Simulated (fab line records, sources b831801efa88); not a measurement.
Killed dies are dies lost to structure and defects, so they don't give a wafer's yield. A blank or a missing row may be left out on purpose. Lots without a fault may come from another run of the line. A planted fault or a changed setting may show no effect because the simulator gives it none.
A struck lot beside a sound one | flow gf180mcu | 16 steps out of a route of 602
Sound: wafers L961.2, L961.3, L961.6. Struck: wafers L966.2, L966.3, L966.6. The cause comes at the end.
At each step with rows: each side's tool, then ch and its chambers, then its first start. Under that, the readings that differ: sound wafers | struck wafers | difference of the means | sigmas: that difference in standard deviations of wafers without a fault.
alike: readings whose means differ by less than 2 such deviations, and words and numbers that are the same on both sides. not compared: withheld readings, readings that some wafer has no value for, bounds like >300 that may hide the same value, and numbers for which the record gives no deviation and whose values overlap.
The two part at a step that has a row with sigmas, a row that says differs or no value, or rows on one side only. Numbers that don't overlap but have no deviation are shown without sigmas and don't part them. A reading that every wafer of one side lacks parts them only if that side has two wafers or more.

GF_POLY_GATE_ETCH_13: etches poly-Si in HBr/Cl2, stops on SiO2, target depth 198.5 nm, time 69.6 s.
  sound on rie_si-02 ch 0,1, day 13 21:44; struck on rie_si-01 ch 0,2, day 15 10:53
  alike: drypump_motor_current_A, he_backside_leak_sccm, oes_product_au, throttle_valve_pct
  not compared: rf_hours_counter_h
GF_POLY_GATE_STRIP_14: strips in O2/N2.
  sound on plasma_asher-03 ch 0,1, day 13 21:48; struck on plasma_asher-02 ch 0,1, day 15 10:56
  alike: drypump_motor_current_A, heater_power_w, oes_product_au
  not compared: rf_hours_counter_h
then, 2 steps without rows for these wafers: GF_POLY_GATE_CLEAN_15 (cleans in SC1/SC2, time 150 s); GF_POLY_GATE_OXIDATION_16 (stabilise 600 s, purge 300 s, target thk 4 nm).
GF_POLY_GATE_THK_MEAS_17:
  sound on film_metro-04, day 13 23:13; struck on film_metro-04, day 15 12:21
  alike: POLY_GATE_OXIDATION_THK
GF_POLY_GATE_CD_MEAS_18:
  sound on cd_sem-02, day 13 23:17; struck on cd_sem-01, day 15 12:26
  reading    | sound             | struck            | difference | sigmas
  cd_nm (nm) | 277.8 278.5 278.3 | 282.0 284.3 280.4 | +4.0       | +2
then, 6 steps without rows for these wafers: GF_HV_LDD_DEHYDRATE_00 (time 60 s); GF_HV_LDD_HMDS_01 (prime time 60 s); GF_HV_LDD_COAT_02 (resist thk 1000 nm); GF_HV_LDD_SOFTBAKE_03 (time 60 s); GF_HV_LDD_EXPOSE_04 (exposes mask Nplus LV AREA, target cd 400 nm); GF_HV_LDD_PEB_05.
GF_HV_LDD_DEVELOP_06: develop time 60 s.
  sound on litho_track-04 ch 0, day 14 20:01; struck on litho_track-04 ch 0, day 16 10:07
GF_HV_LDD_CD_MEAS_07: target cd 400 nm.
  sound on cd_sem-02, day 14 20:10; struck on cd_sem-02, day 16 10:32
  reading    | sound             | struck            | difference | sigmas
  cd_nm (nm) | 399.1 402.0 400.3 | 367.3 369.8 368.2 | -32.0      | -13
  not compared: hold
GF_HV_LDD_OVL_MEAS_08:
  sound on overlay-01, day 14 20:16; struck on overlay-01, day 16 12:37
  reading | sound | struck                                                                     | difference                   | sigmas
  hold    | - - - | await_dispo/2.0h/release await_dispo/2.0h/release await_dispo/2.0h/release | no value on the sound wafers |
  alike: HV_LDD_OVL
-- the record jumps here: 18 days lie between the struck wafers' starts before and after (it left off in module HV_LDD and takes up again in module PASSIVATION, whose first step shown is number 602 of the route) --
GF_PASSIVATION_PROBE_99:
  the record has rows for the struck wafers here (prober-02, day 34 12:17) and none for the sound ones

WHERE THEY PART
First at GF_POLY_GATE_CD_MEAS_18; last, within this record, at GF_PASSIVATION_PROBE_99.

WHY: what the simulator had put in
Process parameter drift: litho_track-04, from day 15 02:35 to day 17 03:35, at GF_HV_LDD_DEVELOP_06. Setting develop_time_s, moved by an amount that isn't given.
